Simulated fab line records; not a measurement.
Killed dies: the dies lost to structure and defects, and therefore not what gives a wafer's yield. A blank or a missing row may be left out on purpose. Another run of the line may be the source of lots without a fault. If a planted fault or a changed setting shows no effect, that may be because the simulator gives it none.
Which of the tools did it? -- flow gf180mcu -- 24 lots with 72 wafers sampled at 3 steps, on a route of 602 steps

WHAT THE GAUGES READ, wafer by wafer
GF_M2_THK_MEAS_06: measures by xrf. Usual: M2_ALCU_THK 463 nm, standard deviation 5.1.
lot,measured,on,M2_ALCU_THK (nm),flag
L074,day 17 22:04,film-metro-04,471 464 466,
L075,day 18 12:46,film-metro-04,466 457 459,
L076,day 18 23:32,film-metro-04,468 467 468,
L077,day 19 02:47,film-metro-04,454 456 460,
L078,day 19 19:26,film-metro-03,462 463 468,
L079,day 20 01:48,film-metro-02,463 467 471,
L080,day 20 05:32,film-metro-02,465 465 464,
L081,day 21 03:35,film-metro-04,463 461 464,
L082,day 21 05:08,film-metro-04,454 462 466,
L083,day 21 11:50,film-metro-03,461 469 462,
L084,day 22 01:26,film-metro-04,461 459 462,
L085,day 22 10:38,film-metro-04,461 472 469,
L086,day 22 19:04,film-metro-02,458 458 455,
L087,day 23 03:00,film-metro-04,463 464 461,
L088,day 23 14:18,film-metro-04,464 470 464,
L089,day 23 22:03,film-metro-03,464 458 459,
L090,day 24 01:59,film-metro-02,472 466 470,
L091,day 24 11:24,film-metro-02,463 468 467,
L092,day 24 18:40,film-metro-03,463 464 456,
L093,day 25 00:29,film-metro-02,467 468 459,
L094,day 25 06:13,film-metro-02,467 464 462,
L095,day 25 16:08,film-metro-02,464 455 459,
L096,day 26 01:17,film-metro-02,452 451 451,
L097,day 26 07:44,film-metro-03,471 472 468,

GF_V3_THK_MEAS_01. Usual: V3_CVD_00_THK 604 nm, standard deviation 6.3.
lot,measured,on,V3_CVD_00_THK (nm),flag
L074,day 21 01:19,film-metro-04,606 607 609,
L075,day 21 17:06,film-metro-01,599 599 599,
L076,day 22 02:26,film-metro-01,609 613 603,
L077,day 22 06:52,film-metro-01,609 609 612,
L078,day 22 22:52,film-metro-01,621 614 618,
L079,day 23 05:53,film-metro-04,597 606 608,
L080,day 23 09:59,film-metro-04,591 592 593,
L081,day 24 07:04,film-metro-02,602 610 602,
L082,day 24 07:10,film-metro-04,600 600 600,
L083,day 24 11:59,film-metro-04,607 597 606,
L084,day 25 03:58,film-metro-02,600 614 610,
L085,day 25 10:20,film-metro-04,603 604 594,
L086,day 25 17:49,film-metro-04,599 602 592,
L087,day 26 00:55,film-metro-04,603 601 597,
L088,day 26 10:58,film-metro-01,605 598 594,
L089,day 26 18:18,film-metro-01,610 611 606,
L090,day 26 21:47,film-metro-04,603 609 597,
L091,day 27 06:35,film-metro-04,603 598 598,
L092,day 27 12:05,film-metro-04,607 602 615,
L093,day 27 17:43,film-metro-02,598 599 598,
L094,day 27 22:55,film-metro-01,597 598 598,
L095,day 28 08:37,film-metro-04,603 607 600,
L096,day 28 17:04,film-metro-04,607 603 603,
L097,day 28 22:54,film-metro-02,596 593 605,

GF_V3_THK_MEAS_03. Usual: V3_CVD_02_THK 847 nm, standard deviation 12.
lot,measured,on,V3_CVD_02_THK (nm),flag
L074,day 21 01:26,film-metro-02,871 851 862,
L075,day 21 17:14,film-metro-02,844 840 848,
L076,day 22 02:34,film-metro-04,842 852 858,
L077,day 22 06:59,film-metro-04,850 841 824,
L078,day 22 22:59,film-metro-02,845 841 859,
L079,day 23 06:01,film-metro-04,839 856 850,
L080,day 23 10:07,film-metro-01,840 862 866,
L081,day 24 07:11,film-metro-01,832 844 842,
L082,day 24 07:17,film-metro-04,845 860 861,
L083,day 24 12:07,film-metro-02,830 832 841,
L084,day 25 04:05,film-metro-04,860 858 873,
L085,day 25 10:28,film-metro-01,852 853 862,
L086,day 25 17:56,film-metro-04,832 838 843,
L087,day 26 01:03,film-metro-01,835 845 868,
L088,day 26 11:05,film-metro-04,845 837 852,
L089,day 26 18:26,film-metro-02,836 838 847,
L090,day 26 21:55,film-metro-04,841 860 851,
L091,day 27 06:43,film-metro-02,846 846 851,
L092,day 27 12:13,film-metro-02,862 866 869,
L093,day 27 17:51,film-metro-04,836 861 846,
L094,day 27 23:02,film-metro-02,854 858 850,
L095,day 28 08:45,film-metro-01,830 829 839,
L096,day 28 17:12,film-metro-02,835 843 867,
L097,day 28 23:02,film-metro-01,841 858 860,

EACH LOT AND THE TOOL THAT RAN IT (in order: tool; ch and the chambers of the sampled wafers; start)
The record holds no process step before these readings.

WHAT THE TOOLS THEMSELVES READ (means of the sampled wafers that have a number; where no wafer has one, the mark that the record gives instead)
The record holds no such reading with a usual standard deviation.

THE ANSWER, worked out from the rows above alone
Rule: a lot is off if the mean of its wafers that have a number lies more than 3 standard deviations from the usual mean. Also off: a lot with no number at a reading for which 4 or more lots have one. The other lots that the step has rows for count as sound. First the gauges in route order, then the tools' own readings, where a lot's mean is used as printed above. The first step at which some lot is off is used, and at that step the reading that is off furthest; a lot without a number counts as furthest.
None of the lots is off at any reading shown; this tells nothing.

WHAT HAD BEEN PUT IN BY THE SIMULATOR
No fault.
